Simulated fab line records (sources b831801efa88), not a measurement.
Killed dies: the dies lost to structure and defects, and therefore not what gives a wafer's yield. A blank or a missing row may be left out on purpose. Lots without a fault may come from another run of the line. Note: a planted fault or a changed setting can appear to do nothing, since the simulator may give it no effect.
A struck lot beside a sound one / flow sfq line / 15 out of 325 route steps
Sound: these wafers, L122.1, L122.2, L122.3. Struck: wafers L121.1, L121.6 (left out: L121.3, a lot-mate that was not struck); the cause follows at the end.
Order at every step that has rows: each side's tool, ch and its chambers, its first start. Under that, the readings that differ: sound wafers / struck wafers / difference of the means / sigmas: that difference in standard deviations of wafers without a fault.
alike: same words and numbers on both sides, and readings whose means sit less than 2 such deviations apart. not compared: any withheld reading, any reading some wafer has no value for, any bound like >300 that may hide the same value, and any number with overlapping values for which the record gives no deviation.
The two part at a step that has a row with sigmas, a row that says differs or no value, or rows on one side only. Non-overlapping numbers with no deviation appear without sigmas and do not part them. A reading that every wafer of one side lacks parts them only if that side has two wafers or more.

SFQ_TRILAYER_JJ_CE_BARC_OPEN_RIE_150: chemistry O2, target BARC, target depth 240 nm, time 80 s.
  sound on rie metal-01 ch 0,1, day 68 14:11; struck on rie metal-01 ch 1, day 64 03:26
  alike: drypump motor current A, he backside leak sccm, oes product au
  not compared: rf hours counter h
SFQ_TRILAYER_JJ_CE_ETCH_RIE_118: chemistry SF6, target Nb, stops on Al2O3, time 97.7 s, target depth 170 nm.
  sound on rie metal-01 ch 0,1, day 68 14:17; struck on rie metal-01 ch 1, day 64 03:31
reading=oes product au (a.u.); sound=0.974 0.993 0.980; struck=1.006 1.009; difference=+0.025; sigmas=+2
  alike: drypump motor current A, he backside leak sccm
  not compared: rf hours counter h
following that, these wafers have no rows for 1 step: SFQ_TRILAYER_JJ_ANODIZE_ANODIZE_119.
SFQ_TRILAYER_JJ_CE_STRIP_STRIP_120: strips in O2.
  sound on rie metal-04 ch 0,1, day 68 14:53; struck on rie metal-03 ch 0,1, day 64 04:08
  alike: drypump motor current A, he backside leak sccm, oes product au
  not compared: rf hours counter h
then, 7 steps without rows for these wafers: SFQ_TRILAYER_JJ_CE_STRIP_SOLV_CLEAN_121 (cleans in NMP, time 600 s); SFQ_TRILAYER_M5_LITHO_COAT_128 (resist thk 62 nm); SFQ_TRILAYER_M5_LITHO_COAT_123 (resist thk 600 nm); SFQ_TRILAYER_M5_LITHO_SOFTBAKE_127; SFQ_TRILAYER_M5_LITHO_EXPOSE_124 (exposes mask M5, target cd 700 nm); SFQ_TRILAYER_M5_LITHO_PEB_126 (peb time 60 s); SFQ_TRILAYER_M5_LITHO_DEVELOP_125 (time 60 s).
-- the record jumps here: 4 days lie between the struck wafers' starts before and after --
SFQ_M5_OVL_MEAS_932:
  struck on overlay-02, day 68 10:33; sound on overlay-02, day 71 09:49
  alike: M5_OVL
SFQ_TRILAYER_M5_BARC_OPEN_METAL_ETCH_161: etches BARC in O2, target depth 125 nm, time 41.7 s.
  sound on rie metal-03 ch 0,1, day 71 10:18; struck on rie metal-03 ch 0,1, day 68 10:35
reading=model.KrF_of_TRILAYER_M5_LITHO_COAT_123.thk nm (nm); sound=520.4 521.7 519.9; struck=545.5 543.7; difference=+23.9; sigmas=
  alike: drypump motor current A, he backside leak sccm, oes product au
  not compared: rf hours counter h
SFQ_TRILAYER_M5_ETCH_METAL_ETCH_126: etches Nb in Cl2/BCl3, stops on SiO2, time 203.2 s, target depth 265 nm.
  sound on rie metal-03 ch 0,1, day 71 10:22; struck on rie metal-03 ch 0,1, day 68 10:38
reading=model.KrF_of_TRILAYER_M5_LITHO_COAT_123.thk nm (nm); sound=364.8 369.5 362.6; struck=392.5 388.7; difference=+25.0; sigmas=
  alike: drypump motor current A, he backside leak sccm, oes product au
  not compared: rf hours counter h
SFQ_TRILAYER_M5_STRIP_STRIP_127: strips in O2.
  sound on rie metal-03 ch 0,1, day 71 10:34; struck on rie metal-03 ch 0,1, day 68 10:50
  alike: drypump motor current A, he backside leak sccm, oes product au
  not compared: rf hours counter h

WHERE THEY PART
Only at SFQ_TRILAYER_JJ_CE_ETCH_RIE_118, within this record. Later steps at which nothing parts them and some readings are alike: SFQ_TRILAYER_JJ_CE_STRIP_STRIP_120, SFQ_M5_OVL_MEAS_932, SFQ_TRILAYER_M5_BARC_OPEN_METAL_ETCH_161, SFQ_TRILAYER_M5_ETCH_METAL_ETCH_126, SFQ_TRILAYER_M5_STRIP_STRIP_127.

WHY: the cause the simulator had injected
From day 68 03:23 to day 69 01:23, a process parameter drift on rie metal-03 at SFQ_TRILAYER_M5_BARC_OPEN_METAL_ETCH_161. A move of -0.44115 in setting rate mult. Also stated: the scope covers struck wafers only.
